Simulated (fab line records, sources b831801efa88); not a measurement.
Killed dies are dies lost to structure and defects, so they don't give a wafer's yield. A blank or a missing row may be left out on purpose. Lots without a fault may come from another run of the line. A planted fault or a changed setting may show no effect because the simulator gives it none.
One fault seen from 2 desks | flow gf180mcu | each desk has only its own numbers; what lay behind them comes last

THE METROLOGY DESK
What the gauges read, lot by lot, whatever tool the lot ran on: means of the sampled wafers that have a number. A lot is out of limits, marked OUT, if its mean lies more than 4 standard deviations from the usual mean; the brackets give that distance.
Columns: A = V2_OVL at GF_V2_OVL_MEAS_15, usual -5 nm; B = M4_OVL at GF_M4_OVL_MEAS_15, usual 1 nm
lot  | first seen here | A   | B
L998 | day 20 22:30    | -2  | -2
L100 | day 22 01:01    | -6  | 6
L101 | day 22 05:22    | -4  | -1
L103 | day 22 19:10    | -12 | 1
L104 | day 23 01:04    | 2   | 5
L106 | day 23 20:45    | -11 | 3
L115 | day 26 17:29    | -7  | 3
L116 | day 27 00:07    | -7  | 2
L117 | day 27 04:12    | -7  | 0
L118 | day 27 10:40    | -3  | -10
L119 | day 27 23:16    | -1  | -2
L120 | day 28 03:13    | -11 | 4
L121 | day 28 07:37    | -8  | 3
This desk's finding: nothing out of limits on any of the 13 lots.

THE TOOL OWNER'S DESK: cmp-01
The tool's own readings at GF_V3_CMP_04 (polishes SiO2): means of the sampled wafers that have a number, for each lot that ran on this tool. A lot is out of limits, marked OUT, if its mean lies more than 4 standard deviations from the usual mean; the brackets give that distance.
Columns: A = motor_current_A at GF_V3_CMP_04, usual 12.3 A; B = platen_rpm at GF_V3_CMP_04, usual 60.01 rpm; C = time_to_endpoint_s at GF_V3_CMP_04, usual 81 s
lot  | first seen here | A    | B     | C
L100 | day 23 03:34    | 10.8 | 60.02 | 90
L103 | day 23 20:31    | 11.7 | 60.08 | 82
L104 | day 24 02:22    | 12.3 | 60.03 | 82
L106 | day 24 22:19    | 11.7 | 60.01 | 70
L116 | day 27 22:56    | 11.4 | 60.01 | 77
L118 | day 28 09:34    | 11.8 | 60.03 | 78
L120 | day 29 02:04    | 12.0 | 60.01 | 79
L121 | day 29 06:19    | 11.1 | 60.01 | 78
This desk's finding: nothing out of limits on any of the 8 lots.

PUT TOGETHER
The metrology desk saw nothing out of limits.
The tool owner's desk saw nothing out of limits.

WHAT THE SIMULATOR HAD PUT IN
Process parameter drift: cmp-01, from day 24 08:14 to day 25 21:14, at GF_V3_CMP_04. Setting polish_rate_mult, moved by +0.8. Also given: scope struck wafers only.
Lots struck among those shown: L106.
